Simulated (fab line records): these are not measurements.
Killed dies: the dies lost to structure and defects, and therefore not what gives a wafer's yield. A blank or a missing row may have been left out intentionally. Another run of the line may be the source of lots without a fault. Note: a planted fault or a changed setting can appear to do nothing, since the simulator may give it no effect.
Chamber matching / flow gf180mcu / GF_V4_CMP_26 on cmp-01 has 4 sister chambers
The step polishes, stops on SiO2, t overpolish 15 s, target thk 0 nm. 8 wafers are shown with their chamber, then 7 later ones without.

== WAFERS, EACH WITH ITS CHAMBER ==
wafer=L496.5; chamber=3; motor current A (A)=10.8; time to endpoint s (s)=83
wafer=L504.1; chamber=0; motor current A (A)=12.2; time to endpoint s (s)=77
wafer=L504.2; chamber=1; motor current A (A)=10.1; time to endpoint s (s)=84
wafer=L512.1; chamber=0; motor current A (A)=11.7; time to endpoint s (s)=75
wafer=L512.4; chamber=2; motor current A (A)=10.0; time to endpoint s (s)=77
wafer=L512.6; chamber=3; motor current A (A)=11.2; time to endpoint s (s)=83
wafer=L513.2; chamber=1; motor current A (A)=10.4; time to endpoint s (s)=83
wafer=L513.3; chamber=2; motor current A (A)=10.3; time to endpoint s (s)=82

== WAFERS MISSING THEIR CHAMBER ==
wafer=L513.5; motor current A (A)=12.0; time to endpoint s (s)=83
wafer=L514.1; motor current A (A)=9.6; time to endpoint s (s)=83
wafer=L514.3; motor current A (A)=10.9; time to endpoint s (s)=83
wafer=L514.5; motor current A (A)=12.0; time to endpoint s (s)=83
wafer=L516.1; motor current A (A)=10.0; time to endpoint s (s)=91
wafer=L516.5; motor current A (A)=11.7; time to endpoint s (s)=88
wafer=L516.6; motor current A (A)=11.3; time to endpoint s (s)=90

== THE CHAMBER EACH PASSED THROUGH ==
wafer=L513.5; from the rows above=can't be placed: 0 or 3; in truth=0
wafer=L514.1; from the rows above=can't be placed: 1 or 2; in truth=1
wafer=L514.3; from the rows above=3; in truth=3
wafer=L514.5; from the rows above=can't be placed: 0 or 3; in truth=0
wafer=L516.1; from the rows above=can't be placed: 1 or 3 or 2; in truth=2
wafer=L516.5; from the rows above=3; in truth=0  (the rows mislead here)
wafer=L516.6; from the rows above=can't be placed: 3 or 1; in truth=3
Placed correctly: 1 of 7. Unplaceable from these rows: 5, with the true chamber sitting among the candidates in 5. Wrongly placed: 1.
How it was worked out, from the rows above alone: a wafer's distance from a chamber is the root of the sum, over the readings, of the square of ((its reading less the chamber's mean) divided by the reading's scatter). If the next closest chamber is less than 2 further off than the closest, the wafer can't be placed; otherwise it belongs to the closest. A chamber's mean is the mean of its shown wafers. The scatter: the root of (the sum of the squares of (reading less its chamber's mean) over the shown wafers, divided by (wafers less chambers)).
